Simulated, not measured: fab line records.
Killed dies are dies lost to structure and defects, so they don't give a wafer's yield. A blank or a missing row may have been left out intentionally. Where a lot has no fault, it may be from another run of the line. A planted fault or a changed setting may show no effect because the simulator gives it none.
Check for tools in common	flow gf180mcu	Sample size 11 lots and 36 wafers

== REASON IT WAS OPENED ==
1 of 11 lots carry a flag on the reading VT_IMPLANT_4_TW at GF_VT_IMPLANT_TW_MEAS_43. Wafers without a fault read 694, standard deviation 8.5.
Rule: flag the lot when none of its wafers has a number, or when each of its wafers that has one lies beyond 4 standard deviations from that mean. The other lots count as sound.

lot	measured	on	VT_IMPLANT_4_TW, wafer by wafer	flag
L341	day 7 13:20	film-metro-03	695 705 697	
L343	day 8 03:07	film-metro-03	698 701 702	
L347	day 9 04:02	film-metro-03	703 700 702	
L349	day 9 16:50	film-metro-03	700 702 708	
L351	day 10 06:28	film-metro-02	683 683 687	
L352	day 10 10:48	film-metro-03	694 701 697	
L353	day 10 20:11	film-metro-04	688 683 685	
L354	day 11 02:39	film-metro-03	705 702 709	
L357	day 12 00:22	film-metro-02	684 685 687	
L361	day 12 23:49	film-metro-02	30 30 30 30 30 30	FLAGGED
L364	day 13 16:10	film-metro-03	701 706 705	
Average over the flagged lots: 30; offset from the usual -664, equal to -78 standard deviations.

== TOOL THAT RAN EACH LOT ==
Before the reading, the record contains 2 process steps out of a 602-step route. Each cell gives the tool, then ch followed by the chambers the sampled wafers passed through, then the start.
lot	flag	GF_VT_IMPLANT_STRIP_31	GF_VT_IMPLANT_STRIP_42
L341		plasma-asher-03 ch 0,1, day 6 21:00	plasma-asher-03 ch 0,1, day 7 13:16
L343		plasma-asher-01 ch 0,1, day 7 11:04	plasma-asher-03 ch 0,1, day 8 03:01
L347		plasma-asher-03 ch 0,1, day 8 11:57	plasma-asher-03 ch 0,1, day 9 03:58
L349		plasma-asher-03 ch 0,1, day 8 23:52	plasma-asher-03 ch 0,1, day 9 16:44
L351		plasma-asher-03 ch 0,1, day 9 13:58	plasma-asher-01 ch 0,1, day 10 06:22
L352		plasma-asher-03 ch 0, day 9 18:08	plasma-asher-03 ch 1, day 10 10:41
L353		plasma-asher-03 ch 0,1, day 10 03:31	plasma-asher-02 ch 0,1, day 10 20:05
L354		plasma-asher-03 ch 0,1, day 10 09:19	plasma-asher-01 ch 0,1, day 11 02:33
L357		plasma-asher-01 ch 0,1, day 11 05:18	plasma-asher-02 ch 0,1, day 12 00:16
L361	FLAGGED	plasma-asher-03 ch 0,1, day 12 05:04	plasma-asher-02 ch 0,1, day 12 23:43
L364		plasma-asher-01 ch 0,1, day 12 20:49	plasma-asher-02 ch 0,1, day 13 16:04
What is done by these steps:
- GF_VT_IMPLANT_STRIP_31: strips in O2/N2.
- GF_VT_IMPLANT_STRIP_42: strips in O2/N2.
- GF_VT_IMPLANT_TW_MEAS_43

== FLAGGED OVER TOTAL, TOOL BY TOOL (the gauges that took the reading come last) ==
step	tool	lots run	flagged	share of the flagged lots	sound lots run after its first flagged lot
GF_VT_IMPLANT_STRIP_31	plasma-asher-01	3	0	none	-
GF_VT_IMPLANT_STRIP_31	plasma-asher-03	8	1	all	0
GF_VT_IMPLANT_STRIP_42	plasma-asher-01	2	0	none	-
GF_VT_IMPLANT_STRIP_42	plasma-asher-02	4	1	all	1 (L364)
GF_VT_IMPLANT_STRIP_42	plasma-asher-03	5	0	none	-
GF_VT_IMPLANT_TW_MEAS_43	film-metro-02	3	1	all	0
GF_VT_IMPLANT_TW_MEAS_43	film-metro-03	7	0	none	-
GF_VT_IMPLANT_TW_MEAS_43	film-metro-04	1	0	none	-

== WHAT THE TABLE PERMITS ==
Every flagged lot was run by 3 rows of the table: plasma-asher-03 at GF_VT_IMPLANT_STRIP_31, plasma-asher-02 at GF_VT_IMPLANT_STRIP_42 and film-metro-02 at GF_VT_IMPLANT_TW_MEAS_43.
- plasma-asher-03 at GF_VT_IMPLANT_STRIP_31 ran 8 lots, 1 of them flagged. Its last sound lot is L354 (day 10 09:19), its first flagged lot L361 (day 12 05:04): a fault that began between those two fits. Its own readings (oes-product-au) fall more than 4 standard deviations out on all wafers of the flagged lots.
- plasma-asher-02 at GF_VT_IMPLANT_STRIP_42 ran 4 lots, 1 of them flagged. Sound lots followed the first flagged one (L364) on it, something a lasting fault affecting the whole tool could not allow. Its own readings (strip-time-to-endpoint-s) fall more than 4 standard deviations out on all wafers of the flagged lots.
- film-metro-02 at GF_VT_IMPLANT_TW_MEAS_43 ran 3 lots, 1 of them flagged. Its last sound lot is L357 (day 12 00:22), its first flagged lot L361 (day 12 23:49): a fault that began between those two fits.
Because each of these 2 tools fits a fault that began at some hour, counting lots does not separate them. More lots, or a look at what each step does to the wafer, might.

== WHAT WAS PUT IN BY THE SIMULATOR ==
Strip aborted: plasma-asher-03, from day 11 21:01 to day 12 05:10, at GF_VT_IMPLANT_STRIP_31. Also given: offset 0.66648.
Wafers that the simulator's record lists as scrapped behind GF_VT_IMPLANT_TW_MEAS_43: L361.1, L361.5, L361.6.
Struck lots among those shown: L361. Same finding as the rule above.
